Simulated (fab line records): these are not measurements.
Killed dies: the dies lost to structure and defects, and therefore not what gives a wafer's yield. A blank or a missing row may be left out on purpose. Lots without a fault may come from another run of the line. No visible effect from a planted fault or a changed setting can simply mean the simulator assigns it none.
2 desks looking at one fault -- flow sky130 -- each desk has only its own numbers; what lay behind them comes last

== THE METROLOGY DESK ==
What the gauges read, lot by lot, whatever tool the lot ran on: means of the sampled wafers that have a number. If a lot's mean is further than 4 standard deviations from the usual mean, the lot is out of limits and carries the mark OUT (the distance appears in the brackets).
Columns: A = SD_P_TW at SKY_SD_P_TW_MEAS_11, usual 2857; B = SD_N_TW at SKY_SD_N_TW_MEAS_12, usual 4024; C = LI_CONTACT_HDPCVD_THK at SKY_LI_CONTACT_THK_MEAS_01, usual 928 nm
lot,first seen here,A,B,C
L671,day 25 08:29,2886,3987,926
L678,day 27 22:32,2858,4054,1206 (+35) OUT
L680,day 28 14:58,2881,4056,1020 (+12) OUT
L682,day 29 19:27,2827,4059,1020 (+12) OUT
L685,day 30 06:26,2883,4056,926
L689,day 31 14:47,2824,4052,926
L690,day 31 16:32,2881,4002,939
L691,day 31 21:47,2893,4008,941
L692,day 32 09:20,2875,4002,933
L693,day 32 10:29,2875,4007,916
L694,day 32 21:19,2877,3986,931
This desk's result: L678, L680, L682 out of limits, first on L678 (LI_CONTACT_HDPCVD_THK at SKY_LI_CONTACT_THK_MEAS_01), day 30 08:02. L671, L685, L689, L690, L691, L692, L693, L694 stayed within limits.

== TOOL OWNER'S DESK, hdpcvd-02 ==
The tool's own readings at SKY_LI_CONTACT_HDPCVD_00 (deposits PSG, target thk 930 nm, time 155 s): means of the sampled wafers that have a number, for each lot that ran on this tool. If a lot's mean is further than 4 standard deviations from the usual mean, the lot is out of limits and carries the mark OUT (the distance appears in the brackets).
Columns: A = runLengthS at SKY_LI_CONTACT_HDPCVD_00, usual 183.1 s
lot,first seen here,A
L678,day 30 07:56,230.7 (+99 or more) OUT
L680,day 31 00:02,199.0 (+48) OUT
L682,day 32 03:12,199.3 (+49) OUT
L692,day 34 14:39,182.8
L693,day 34 15:44,182.9
This desk finds L678, L680, L682 out of limits, L678 being first, at day 30 07:56 (runLengthS at SKY_LI_CONTACT_HDPCVD_00). L692, L693 stayed within limits.

== BROUGHT TOGETHER ==
An alarm could have come from the tool owner's desk at day 30 07:56, on L678, L680, L682.
Metrology desk: alarm possible at day 30 08:02 on L678, L680, L682.
The lots listed all ran SKY_LI_CONTACT_HDPCVD_00 on hdpcvd-02.

== WHAT WAS PUT IN BY THE SIMULATOR ==
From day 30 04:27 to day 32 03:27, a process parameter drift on hdpcvd-02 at SKY_LI_CONTACT_HDPCVD_00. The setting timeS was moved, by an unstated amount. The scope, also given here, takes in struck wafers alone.
Struck lots among those shown: L678, L680, L682.
Counting hours from when the fault started, the first reading out of limits came at 3 for the tool owner's desk and at 4 for the metrology desk.
